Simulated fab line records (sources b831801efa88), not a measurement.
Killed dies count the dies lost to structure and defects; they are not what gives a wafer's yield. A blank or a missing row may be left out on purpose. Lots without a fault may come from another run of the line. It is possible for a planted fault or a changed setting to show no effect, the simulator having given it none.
Struck lot and sound lot, side by side | flow gf180mcu | 43 steps out of a route of 602
Sound: the wafers L418.1, L418.5, L418.6. Struck: wafers L411.3, L411.4, L411.5. The cause is given at the end.
At each step with rows: each side's tool, then ch and its chambers, then its first start. Under that, the readings that differ: sound wafers | struck wafers | difference of the means | sigmas: that difference in standard deviations of wafers without a fault.
alike: readings with means less than 2 such deviations apart, plus words and numbers identical on both sides. not compared: withheld readings, readings lacking a value on some wafer, bounds such as >300 that could conceal the same value, and numbers that have no deviation in the record and whose values overlap.
Wherever a step has rows on one side only, a row that says differs or no value, or a row with sigmas, the two part there. Non-overlapping numbers with no deviation appear without sigmas and do not part them. A reading that every wafer of one side lacks parts them only if that side has two wafers or more.

first, 4 steps without rows for these wafers: GF_M3_SOFTBAKE_10 (time 60 s); GF_M3_EXPOSE_11 (exposes mask Metal3, target cd 280 nm); GF_M3_PEB_12 (peb time 90 s); GF_M3_DEVELOP_13 (develop time 60 s).
GF_M3_CD_MEAS_14 targets a cd of 280 nm.
  sound on cd sem-01, day 27 23:14; struck on cd sem-01, day 25 22:44
  alike: cd nm
GF_M3_OVL_MEAS_15:
  sound on overlay-01, day 27 23:21; struck on overlay-01, day 25 22:49
  alike: M3_OVL
then, 1 step without rows for these wafers: GF_M3_METAL_ETCH_16 (etches the open film in Cl2/BCl3, stops on SiO2, target depth 750.8 nm, time 125.1 s).
GF_M3_STRIP_17: strips in O2/N2.
  sound on plasma asher-03 ch 0,1, day 27 23:31; struck on plasma asher-04 ch 0,1, day 25 23:01
  alike: drypump motor current A, heater power w, oes product au, strip time to endpoint s
  not compared: rf hours counter h
then, 3 steps without rows for these wafers: GF_M3_STRIP_18 (strips in post etch residue remover, time 1200 s); GF_M3_CLEAN_19 (cleans in DIW); GF_V3_CVD_00 (deposits SiO2, target thk 600 nm, time 100 s).
GF_V3_THK_MEAS_01:
  sound on film metro-04, day 28 00:07; struck on film metro-03, day 25 23:36
  alike: V3_CVD_00_THK
GF_V3_CVD_02: deposits SiO2 from TEOS, target thk 850 nm, time 94.851 s.
  sound on pecvd-03 ch 0,1, day 28 00:11; struck on pecvd-04 ch 1,2, day 25 23:38
  alike: heater power w
GF_V3_THK_MEAS_03:
  sound on film metro-03, day 28 00:15; struck on film metro-03, day 25 23:44
  alike: V3_CVD_02_THK
then, 1 step without rows for these wafers: GF_V3_CMP_04 (polishes SiO2).
GF_V3_BOW_MEAS_05:
  sound on film metro-02, day 28 00:37; struck on film metro-02, day 26 00:07
  alike: V3_BOW
then, 8 steps without rows for these wafers: GF_V3_DEHYDRATE_06 (time 60 s); GF_V3_HMDS_07 (prime time 60 s); GF_V3_COAT_08; GF_V3_COAT_09 (resist thk 1000 nm); GF_V3_SOFTBAKE_10 (time 60 s); GF_V3_EXPOSE_11 (exposes mask Via3, target cd 260 nm); GF_V3_PEB_12 (peb time 90 s); GF_V3_DEVELOP_13 (develop time 60 s).
GF_V3_CD_MEAS_14 targets a cd of 260 nm.
  sound on cd sem-01, day 28 17:50; struck on cd sem-01, day 26 20:59
  alike: cd nm
GF_V3_OVL_MEAS_15:
  sound on overlay-01, day 28 17:58; struck on overlay-02, day 26 21:04
  alike: V3_OVL
then, 8 steps without rows for these wafers: GF_V3_ETCH_16 (etches BARC in N2/H2); GF_V3_ETCH_17 (etches SiO2 in C4F8/O2/Ar, stops on TiN, target depth 635 nm); GF_V3_STRIP_18 (strips in O2/N2); GF_V3_STRIP_19 (strips in post etch residue remover, time 1200 s); GF_V3_CLEAN_20 (cleans in DIW); GF_V3_SPUTTER_21 (material Ti, target thk 15 nm, time 80.02 s); GF_V3_SPUTTER_22 (material TiN, target thk 10 nm, time 40 s); GF_V3_CVD_23 (deposits W, target thk 350 nm, time 104.9 s).
GF_V3_RS_MEAS_24: a four-point-probe measurement.
  sound on film metro-03, day 28 18:58; struck on film metro-03, day 26 22:01
  alike: V3_W_RS
GF_V3_THK_MEAS_25: measures by xrf.
  sound on film metro-03, day 28 19:05; struck on film metro-03, day 26 22:07
  alike: V3_W_THK
GF_V3_CMP_26: polishes, stops on SiO2, t overpolish 15 s, target thk 0 nm.
  sound on cmp-01 ch 2,3, day 28 19:08; struck on cmp-02 ch 1,2,3, day 26 22:13
  alike: motor current A, overpolish run s, slurry flow ml min, time to endpoint s
GF_M4_SPUTTER_00: material Ti, target thk 37.5 nm, time 150 s.
  sound on pvd sputter-04, day 28 19:26; struck on pvd sputter-02, day 26 22:28
  alike: throttle valve pct
GF_M4_SPUTTER_01: material TiN, target thk 30 nm, time 25 s.
  sound on pvd sputter-04, day 28 19:32; struck on pvd sputter-02, day 26 22:34
  alike: throttle valve pct
then, 2 steps without rows for these wafers: GF_M4_SPUTTER_02 (material AlCu, target thk 450 nm, time 23.9 s); GF_M4_SPUTTER_03 (material Ti, target thk 10 nm, time 6.7 s).
GF_M4_SPUTTER_04: material TiN, target thk 50 nm, time 41.7 s.
  sound on pvd sputter-04, day 28 19:38; struck on pvd sputter-02, day 26 22:38
  alike: throttle valve pct
-- the record jumps here: 6 days lie between the struck wafers' starts before and after (it left off in module M4 and takes up again in module PASSIVATION, whose first step shown is number 602 of the route) --
GF_PASSIVATION_PROBE_99:
  rows exist in the record for the struck wafers here (prober-01, day 32 18:56), but not for the sound ones

## WHERE THEY PART
Within this record, at GF_PASSIVATION_PROBE_99 only.

WHY: what had been put in by the simulator
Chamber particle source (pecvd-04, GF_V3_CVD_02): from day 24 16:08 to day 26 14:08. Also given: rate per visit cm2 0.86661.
